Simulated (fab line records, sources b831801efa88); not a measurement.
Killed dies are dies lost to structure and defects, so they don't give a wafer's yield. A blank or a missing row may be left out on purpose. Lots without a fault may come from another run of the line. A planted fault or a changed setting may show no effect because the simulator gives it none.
fab line records | flow gf180mcu
record lots=24 wafers=72 last_day=36
route steps=602 shown STI@5 LVPWELL@61 VT_IMPLANT@97 HV_LDD@208 NSD@242
lots that met no fault: from a run of the same line without faults
start_h: hours from the record's first day to the start of the lot's first wafer shown | wait_h: hours since the lot's step before | " the same as in the row above | L1.1+2: a row that stands for several wafers | - no value, or no start given | * or withheld: withheld | < > ~ a bound
route shown NAME@n: a module of which the file shows steps, and the number in the route of the first | usual: mean/standard deviation of fault-free wafers | same: alike in all rows | chamber/n: place in a boat | sites: the reading at each site | _std_site: their standard deviation | _edge_site: outer sites' mean less inner sites' | radius_mm: how far each site lies from the wafer's centre | mask NAME#n: copy n | behind: the tool/chamber that last shaped the wafer | hold: why the lot was held/for how many hours/how that ended | device: the transistor (n, p or np) that didn't switch | end of line: the same wafers' tests at the end of the route | a step without rows: its recipe alone | killed: dies lost to structure and defects at the first sort, not the wafer's yield | map: a wafer's dies, x killed, . not, _ none there
set.NAME: the setting as run; set.NAME@STEP: as run at that earlier step | model.NAME: the simulator's own value behind a step, which no gauge read
steps of the route over a sample of lots; a table a step, a row a wafer
services: from which hour (start_h, from the record's first day; less than 0 if before it) a tool's chamber was out of use, for how many hours, and why
## steps
# step GF_STI_THK_MEAS_04
# recipe reads=Si3N4_of_STI_CVD_03
# usual STI_CVD_03_THK=207.4/1.8
# columns lot.wafer tool chamber start_h wait_h STI_CVD_03_THK[nm]
L074.1 film_metro-02 - 13.56 0.0 210.6
L074.3 " - " " 210.8
L074.4 " - " " 210.4
L075.1 film_metro-03 - 19.55 0.0 210.1
L075.2 " - " " 209.1
L075.3 " - " " 211.1
L076.1 film_metro-02 - 24.55 0.0 204.7
L076.2 " - " " 204.7
L076.5 " - " " 206.0
L077.2 film_metro-01 - 29.39 0.0 205.9
L077.4 " - " " 205.4
L077.5 " - " " 206.8
L078.2 film_metro-03 - 34.37 0.0 207.3
L078.3 " - " " 206.1
L078.6 " - " " 209.1
L079.2 film_metro-01 - 38.86 0.0 208.7
L079.4 " - " " 208.6
L079.6 " - " " 209.1
L080.1 film_metro-03 - 43.87 0.0 205.1
L080.2 " - " " 207.2
L080.5 " - " " 203.1
L081.2 film_metro-02 - 48.57 0.0 210.3
L081.3 " - " " 210.0
L081.6 " - " " 209.8
L082.1 film_metro-02 - 55.39 0.0 208.8
L082.2 " - " " 208.7
L082.4 " - " " 210.1
L083.2 film_metro-03 - 58.57 0.0 209.2
L083.5 " - " " 207.7
L083.6 " - " " 208.4
L084.1 film_metro-03 - 63.56 0.0 206.7
L084.4 " - " " 207.4
L084.5 " - " " 204.0
L085.3 film_metro-03 - 68.78 0.0 207.2
L085.4 " - " " 207.4
L085.6 " - " " 209.1
L086.2 film_metro-03 - 73.57 0.0 207.6
L086.3 " - " " 210.1
L086.6 " - " " 209.6
L087.2 film_metro-01 - 78.57 0.0 205.7
L087.3 " - " " 206.3
L087.4 " - " " 207.6
L088.1 film_metro-03 - 84.55 0.0 208.1
L088.2 " - " " 208.5
L088.5 " - " " 208.7
L089.1 film_metro-02 - 88.71 0.0 206.9
L089.2 " - " " 206.2
L089.4 " - " " 206.8
L090.2 film_metro-01 - 94.01 0.0 206.4
L090.5 " - " " 205.2
L090.6 " - " " 205.7
L091.1 film_metro-01 - 98.56 0.0 205.9
L091.2 " - " " 205.3
L091.6 " - " " 204.6
L092.4 film_metro-03 - 103.59 0.0 206.5
L092.5 " - " " 205.9
L092.6 " - " " 205.8
L093.2 film_metro-03 - 108.57 0.0 206.4
L093.3 " - " " 206.0
L093.5 " - " " 204.9
L094.2 film_metro-01 - 113.57 0.0 207.0
L094.4 " - " " 207.9
L094.6 " - " " 207.1
L095.2 film_metro-02 - 118.64 0.0 208.3
L095.5 " - " " 208.2
L095.6 " - " " 209.3
L096.4 film_metro-02 - 124.14 0.0 207.4
L096.5 " - " " 208.2
L096.6 " - " " 209.3
L097.3 film_metro-02 - 128.58 0.0 204.8
L097.4 " - " " 204.0
L097.6 " - " " 204.0
# step GF_LVPWELL_OVL_MEAS_07
# usual LVPWELL_OVL=0.4/1.5
# columns lot.wafer tool chamber start_h wait_h LVPWELL_OVL[nm]
L074.1 overlay-01 - 77.32 - 2.2
L074.3 " - " " 2.7
L074.4 " - " " 1.7
L075.1 overlay-02 - 85.76 - -1.7
L075.2 " - " " -1.4
L075.3 " - " " 0.5
L076.1 overlay-01 - 89.12 - -0.8
L076.2 " - " " -0.5
L076.5 " - " " 0.5
L077.2 overlay-02 - 95.12 - -2.1
L077.4 " - " " 0.7
L077.5 " - " " -0.1
L078.2 overlay-02 - 103.67 - 1.5
L078.3 " - " " 0.7
L078.6 " - " " 2.4
L079.2 overlay-02 - 107.11 - 1.9
L079.4 " - " " 1.3
L079.6 " - " " -0.2
L080.1 overlay-01 - 113.01 - 0.8
L080.2 " - " " -2.7
L080.5 " - " " 0.3
L081.2 overlay-01 - 117.82 - -0.6
L081.3 " - " " 0.5
L081.6 " - " " 0.8
L082.1 overlay-02 - 125.36 - 1.6
L082.2 " - " " -1.7
L082.4 " - " " 1.6
L083.2 overlay-02 - 129.22 - -0.2
L083.5 " - " " -0.6
L083.6 " - " " -0.9
L084.1 overlay-01 - 135.91 - 0.1
L084.4 " - " " 0.9
L084.5 " - " " -0.2
L085.3 overlay-01 - 143.67 - 2.6
L085.4 " - " " 2.2
L085.6 " - " " 0.0
L086.2 overlay-01 - 149.11 - 4.5
L086.3 " - " " 4.2
L086.6 " - " " 2.5
L087.2 overlay-02 - 153.66 - -2.1
L087.3 " - " " -1.8
L087.4 " - " " -3.3
L088.1 overlay-02 - 160.42 - -0.2
L088.2 " - " " 1.5
L088.5 " - " " -0.3
L089.1 overlay-02 - 163.86 - -0.1
L089.2 " - " " -0.6
L089.4 " - " " 0.2
L090.2 overlay-01 - 170.22 - 0.9
L090.5 " - " " 1.6
L090.6 " - " " 1.1
L091.1 overlay-02 - 174.57 - 0.9
L091.2 " - " " -0.6
L091.6 " - " " -0.7
L092.4 overlay-02 - 180.02 - -0.5
L092.5 " - " " -0.3
L092.6 " - " " -1.1
L093.2 overlay-01 - 183.82 - 1.0
L093.3 " - " " 1.0
L093.5 " - " " 0.8
L094.2 overlay-01 - 190.06 - 1.1
L094.4 " - " " 2.4
L094.6 " - " " 2.9
L095.2 overlay-01 - 193.77 - -1.3
L095.5 " - " " 0.0
L095.6 " - " " -0.1
L096.4 overlay-01 - 201.12 - -0.8
L096.5 " - " " 0.6
L096.6 " - " " -0.5
L097.3 overlay-02 - 205.27 - -0.6
L097.4 " - " " 0.3
L097.6 " - " " 0.2
# step GF_VT_IMPLANT_OVL_MEAS_07
# usual VT_IMPLANT_OVL=-0.5/1.4
# columns lot.wafer tool chamber start_h wait_h VT_IMPLANT_OVL[nm]
L074.1 overlay-02 - 127.67 0.1 -0.6
L074.3 " - " " 1.2
L074.4 " - " " 0.7
L075.1 overlay-02 - 138.46 0.1 0.2
L075.2 " - " " 0.6
L075.3 " - " " 0.0
L076.1 overlay-01 - 142.12 0.1 0.8
L076.2 " - " " 1.2
L076.5 " - " " 0.7
L077.2 overlay-01 - 150.07 0.1 -1.0
L077.4 " - " " -0.6
L077.5 " - " " 0.4
L078.2 overlay-01 - 158.72 0.1 1.0
L078.3 " - " " -1.9
L078.6 " - " " -2.5
L079.2 overlay-01 - 161.83 0.1 -1.8
L079.4 " - " " 0.2
L079.6 " - " " -0.4
L080.1 overlay-01 - 168.01 0.1 -0.2
L080.2 " - " " -0.7
L080.5 " - " " 0.6
L081.2 overlay-01 - 172.08 0.1 -0.1
L081.3 " - " " 0.6
L081.6 " - " " 0.3
L082.1 overlay-01 - 180.02 0.1 -0.6
L082.2 " - " " 0.5
L082.4 " - " " 0.1
L083.2 overlay-01 - 183.26 0.1 -2.1
L083.5 " - " " 1.4
L083.6 " - " " -0.6
L084.1 overlay-02 - 190.92 0.1 -2.7
L084.4 " - " " -4.5
L084.5 " - " " -2.3
L085.3 overlay-02 - 197.13 0.1 -1.7
L085.4 " - " " -3.6
L085.6 " - " " -3.1
L086.2 overlay-02 - 202.53 0.1 -1.0
L086.3 " - " " 0.7
L086.6 " - " " 0.8
L087.2 overlay-01 - 207.62 0.1 -2.4
L087.3 " - " " -1.7
L087.4 " - " " -0.1
L088.1 overlay-01 - 214.92 0.1 0.2
L088.2 " - " " 0.5
L088.5 " - " " 0.1
L089.1 overlay-01 - 217.41 0.1 0.6
L089.2 " - " " 0.0
L089.4 " - " " -0.2
L090.2 overlay-01 - 224.76 0.1 -0.1
L090.5 " - " " 0.9
L090.6 " - " " 1.0
L091.1 overlay-02 - 230.02 0.1 -2.9
L091.2 " - " " -1.6
L091.6 " - " " -2.1
L092.4 overlay-02 - 235.14 0.1 -0.8
L092.5 " - " " -2.0
L092.6 " - " " -1.1
L093.2 overlay-01 - 239.43 0.1 -2.7
L093.3 " - " " -2.3
L093.5 " - " " -1.1
L094.2 overlay-02 - 246.11 0.1 -1.3
L094.4 " - " " 0.6
L094.6 " - " " -1.4
L095.2 overlay-02 - 250.03 0.1 -0.7
L095.5 " - " " 0.5
L095.6 " - " " 1.6
L096.4 overlay-02 - 258.42 0.1 -0.4
L096.5 " - " " -0.2
L096.6 " - " " -0.5
L097.3 overlay-01 - 262.23 0.1 0.4
L097.4 " - " " 2.2
L097.6 " - " " 1.2
# step GF_HV_LDD_OVL_MEAS_32
# usual HV_LDD_02_OVL=0.8/1.3
# columns lot.wafer tool chamber start_h wait_h HV_LDD_02_OVL[nm]
L074.1 overlay-02 - 286.77 0.1 -0.2
L074.3 " - " " -2.8
L074.4 " - " " 0.1
L075.1 overlay-01 - 297.19 0.1 0.7
L075.2 " - " " 1.6
L075.3 " - " " 0.6
L076.1 overlay-02 - 301.03 0.1 3.0
L076.2 " - " " 1.2
L076.5 " - " " 2.9
L077.2 overlay-01 - 314.95 0.1 1.8
L077.4 " - " " 1.5
L077.5 " - " " 1.1
L078.2 overlay-02 - 322.08 0.1 0.0
L078.3 " - " " 0.1
L078.6 " - " " 0.3
L079.2 overlay-01 - 329.65 0.1 3.7
L079.4 " - " " 1.8
L079.6 " - " " 3.3
L080.1 overlay-02 - 334.34 0.1 0.9
L080.2 " - " " -0.4
L080.5 " - " " 0.8
L081.2 overlay-02 - 340.23 0.1 1.2
L081.3 " - " " -0.3
L081.6 " - " " 0.8
L082.1 overlay-02 - 349.37 0.1 0.4
L082.2 " - " " 0.9
L082.4 " - " " 0.7
L083.2 overlay-02 - 354.38 0.1 1.1
L083.5 " - " " 1.0
L083.6 " - " " 1.6
L084.1 overlay-01 - 360.12 0.1 2.9
L084.4 " - " " 2.9
L084.5 " - " " 0.3
L085.3 overlay-01 - 366.89 0.1 0.8
L085.4 " - " " 1.1
L085.6 " - " " 0.6
L086.2 overlay-01 - 381.28 0.1 1.9
L086.3 " - " " 1.8
L086.6 " - " " 2.7
L087.2 overlay-01 - 386.73 0.1 0.6
L087.3 " - " " 1.7
L087.4 " - " " 0.6
L088.1 overlay-01 - 390.37 0.1 0.9
L088.2 " - " " 1.6
L088.5 " - " " 1.2
L089.1 overlay-02 - 398.77 0.1 1.3
L089.2 " - " " 0.0
L089.4 " - " " -0.3
L090.2 overlay-01 - 408.38 0.1 1.8
L090.5 " - " " 2.2
L090.6 " - " " 2.0
L091.1 overlay-01 - 416.24 0.1 0.3
L091.2 " - " " 0.5
L091.6 " - " " 0.5
L092.4 overlay-02 - 428.89 0.1 -1.4
L092.5 " - " " 1.0
L092.6 " - " " -1.2
L093.2 overlay-02 - 431.50 0.1 -1.1
L093.3 " - " " -0.8
L093.5 " - " " 0.4
L094.2 overlay-01 - 435.58 0.1 2.5
L094.4 " - " " 2.2
L094.6 " - " " 0.4
L095.2 overlay-01 - 441.28 0.1 0.3
L095.5 " - " " 0.3
L095.6 " - " " 1.4
L096.4 overlay-01 - 456.19 0.1 0.5
L096.5 " - " " 0.3
L096.6 " - " " 1.0
L097.3 overlay-01 - 457.20 0.1 -3.1
L097.4 " - " " 1.5
L097.6 " - " " -3.1
# step GF_NSD_CD_MEAS_07
# recipe target_cd_nm=400
# usual cd_nm=400.1/2.1
# columns lot.wafer tool chamber start_h wait_h cd_nm
L074.1 cd_sem-01 - 333.81 0.1 397.4
L074.3 " - " " 399.1
L074.4 " - " " 399.2
L075.1 cd_sem-01 - 345.11 0.1 396.9
L075.2 " - " " 395.3
L075.3 " - " " 396.9
L076.1 cd_sem-02 - 348.85 0.1 402.4
L076.2 " - " " 400.4
L076.5 " - " " 403.3
L077.2 cd_sem-01 - 361.29 0.1 398.8
L077.4 " - " " 397.7
L077.5 " - " " 397.5
L078.2 cd_sem-02 - 370.88 0.1 395.7
L078.3 " - " " 398.7
L078.6 " - " " 396.7
L079.2 cd_sem-01 - 379.77 0.1 400.5
L079.4 " - " " 398.0
L079.6 " - " " 398.6
L080.1 cd_sem-02 - 384.11 0.1 400.5
L080.2 " - " " 400.3
L080.5 " - " " 402.0
L081.2 cd_sem-02 - 389.83 0.1 399.8
L081.3 " - " " 399.1
L081.6 " - " " 400.0
L082.1 cd_sem-02 - 400.01 0.1 401.3
L082.2 " - " " 402.7
L082.4 " - " " 401.6
L083.2 cd_sem-01 - 405.83 0.1 403.3
L083.5 " - " " 403.9
L083.6 " - " " 404.8
L084.1 cd_sem-01 - 412.50 0.1 399.3
L084.4 " - " " 401.1
L084.5 " - " " 400.7
L085.3 cd_sem-02 - 419.79 0.1 401.0
L085.4 " - " " 402.0
L085.6 " - " " 399.1
L086.2 cd_sem-02 - 435.09 0.1 398.7
L086.3 " - " " 398.4
L086.6 " - " " 399.4
L087.2 cd_sem-01 - 440.12 0.1 397.8
L087.3 " - " " 398.5
L087.4 " - " " 398.0
L088.1 cd_sem-01 - 445.37 0.1 401.7
L088.2 " - " " 398.8
L088.5 " - " " 401.6
L089.1 cd_sem-01 - 452.96 0.1 400.4
L089.2 " - " " 402.6
L089.4 " - " " 402.8
L090.2 cd_sem-02 - 463.72 0.1 399.3
L090.5 " - " " 400.3
L090.6 " - " " 402.0
L091.1 cd_sem-01 - 471.30 0.1 400.8
L091.2 " - " " 402.4
L091.6 " - " " 405.0
L092.4 cd_sem-02 - 483.88 0.1 398.7
L092.5 " - " " 398.6
L092.6 " - " " 401.0
L093.2 cd_sem-01 - 486.54 0.1 403.3
L093.3 " - " " 403.3
L093.5 " - " " 402.5
L094.2 cd_sem-01 - 490.64 0.1 399.2
L094.4 " - " " 399.2
L094.6 " - " " 398.8
L095.2 cd_sem-02 - 499.13 0.1 398.4
L095.5 " - " " 397.1
L095.6 " - " " 398.5
L096.4 cd_sem-01 - 508.97 0.1 403.9
L096.5 " - " " 404.4
L096.6 " - " " 404.0
L097.3 cd_sem-02 - 509.39 0.1 399.8
L097.4 " - " " 402.5
L097.6 " - " " 402.5
# step GF_NSD_STRIP_11
# recipe chemistry=O2/N2 power_w=1400 pressure_mtorr=1500 platen_temp_c=250 o2_flow_sccm=3000 n2_flow_sccm=300 overash_fraction=0.5
# usual drypump_motor_current_A=5.51/0.29 heater_power_w=389/52 oes_product_au=0.487/0.0045 strip_time_to_endpoint_s=22.96/0.041
# columns lot.wafer tool chamber start_h wait_h drypump_motor_current_A heater_power_w oes_product_au rf_hours_counter_h strip_time_to_endpoint_s
L074.1 plasma_asher-04 1 334.27 0.1 5.97 426 0.480 23 22.91
L074.3 " 1 " " 5.97 444 0.488 - 22.95
L074.4 " 0 " " 5.04 338 0.484 - 22.92
L075.1 plasma_asher-03 1 345.57 0.1 5.39 329 0.486 62 23.01
L075.2 " 0 " " 5.41 324 0.486 62 23.07
L075.3 " 0 " " 5.39 322 0.481 - 23.00
L076.1 plasma_asher-04 1 349.31 0.1 5.95 427 0.489 25 22.95
L076.2 " 0 " " 5.04 334 0.489 25 22.97
L076.5 " 0 " " 5.05 324 0.491 - 22.94
L077.2 plasma_asher-01 1 361.73 0.1 5.72 455 0.486 57 23.01
L077.4 " 0 " " 5.50 408 0.487 - 23.02
L077.5 " 0 " " 5.48 392 0.489 - 23.04
L078.2 plasma_asher-01 0 371.32 0.1 5.51 395 0.488 58 22.97
L078.3 " 0 " " 5.51 394 0.494 - 22.96
L078.6 " 1 " " 5.71 459 0.488 - 23.00
L079.2 plasma_asher-01 1 380.21 0.1 5.71 445 0.492 58 23.04
L079.4 " 1 " " 5.72 465 0.486 - 23.01
L079.6 " 0 " " 5.51 395 0.482 - 22.98
L080.1 plasma_asher-04 1 384.57 0.1 5.96 427 0.486 30 22.96
L080.2 " 0 " " 5.05 334 0.490 30 22.93
L080.5 " 1 " " 5.95 441 0.484 - 22.92
L081.2 plasma_asher-01 1 390.27 0.1 5.71 454 0.493 60 22.96
L081.3 " 1 " " 5.70 456 0.487 - 22.97
L081.6 " 0 " " 5.49 395 0.488 - 22.96
L082.1 plasma_asher-04 0 400.47 0.1 5.04 333 0.486 31 22.93
L082.2 " 1 " " 5.96 432 0.483 31 22.93
L082.4 " 0 " " 5.05 337 0.485 - 22.91
L083.2 plasma_asher-01 1 406.27 0.1 5.71 439 0.497 61 22.93
L083.5 " 1 " " 5.71 463 0.485 - 22.92
L083.6 " 0 " " 5.51 397 0.491 - 22.91
L084.1 plasma_asher-01 0 412.96 0.1 5.49 379 0.487 62 23.01
L084.4 " 0 " " 5.50 387 0.481 - 22.96
L084.5 " 0 " " 5.50 402 0.475 - 22.96
L085.3 plasma_asher-04 0 420.24 0.1 5.05 345 0.491 - 22.97
L085.4 " 1 " " 5.96 437 0.484 - 22.92
L085.6 " 1 " " 5.96 437 0.483 - 22.92
L086.2 plasma_asher-01 1 435.53 0.1 5.70 446 0.482 64 23.02
L086.3 " 0 " " 5.48 389 0.488 - 23.06
L086.6 " 1 " " 5.70 470 0.481 - 23.03
L087.2 plasma_asher-01 0 440.56 0.1 5.47 391 0.480 65 22.87
L087.3 " 1 " " 5.70 454 0.487 - 22.91
L087.4 " 0 " " 5.47 394 0.484 - 22.92
L088.1 plasma_asher-03 0 445.82 0.1 5.39 318 0.484 2 22.92
L088.2 " 1 " " 5.40 348 0.486 2 22.96
L088.5 " 1 " " 5.42 357 0.487 - 22.99
L089.1 plasma_asher-04 0 453.42 0.1 5.04 327 0.497 37 22.96
L089.2 " 1 " " 5.97 428 0.483 37 22.94
L089.4 " 1 " " 5.97 429 0.494 - 22.98
L090.2 plasma_asher-01 0 464.16 0.1 5.50 393 0.480 67 22.94
L090.5 " 1 " " 5.73 452 0.490 - 22.92
L090.6 " 0 " " 5.47 393 0.487 - 22.93
L091.1 plasma_asher-01 0 471.76 0.1 5.48 406 0.486 68 22.97
L091.2 " 1 " " 5.71 464 0.490 68 22.94
L091.6 " 1 " " 5.70 448 0.490 - 22.93
L092.4 plasma_asher-04 0 484.31 0.1 5.04 326 0.485 - 22.93
L092.5 " 1 " " 5.97 425 0.483 - 22.91
L092.6 " 0 " " 5.04 340 0.493 - 22.89
L093.2 plasma_asher-04 1 486.97 0.1 5.96 437 0.482 42 22.96
L093.3 " 0 " " 5.04 342 0.489 - 22.94
L093.5 " 0 " " 5.04 339 0.485 - 23.00
L094.2 plasma_asher-03 0 491.07 0.1 5.39 316 0.480 6 22.93
L094.4 " 0 " " 5.37 307 0.483 - 22.94
L094.6 " 1 " " 5.40 364 0.485 - 22.92
L095.2 plasma_asher-03 0 499.57 0.1 5.39 315 0.492 7 22.99
L095.5 " 1 " " 5.40 359 0.487 - 22.94
L095.6 " 0 " " 5.37 312 0.494 - 22.93
L096.4 plasma_asher-03 0 509.40 0.1 5.38 308 0.484 - 22.95
L096.5 " 1 " " 5.36 366 0.488 - 22.92
L096.6 " 0 " " 5.39 320 0.481 - 22.91
L097.3 plasma_asher-03 0 509.84 0.1 5.39 314 0.484 - 22.91
L097.4 " 1 " " 5.42 364 0.493 - 22.92
L097.6 " 1 " " 5.42 358 0.490 - 22.95
## services
# columns tool chamber start_h hours kind
plasma_asher-01 - 329.33 14.6 pm
plasma_asher-04 - 342.43 0.5 repair
plasma_asher-03 - 421.25 9.0 pm
plasma_asher-03 0 421.25 9.0 vent_cycle
plasma_asher-03 1 421.25 9.0 vent_cycle
plasma_asher-03 0 430.25 - clean
plasma_asher-03 1 430.25 - clean
plasma_asher-03 - 462.80 7.9 repair
plasma_asher-01 - 478.95 42.6 repair
plasma_asher-04 - 506.36 0.4 repair
## key
fault none
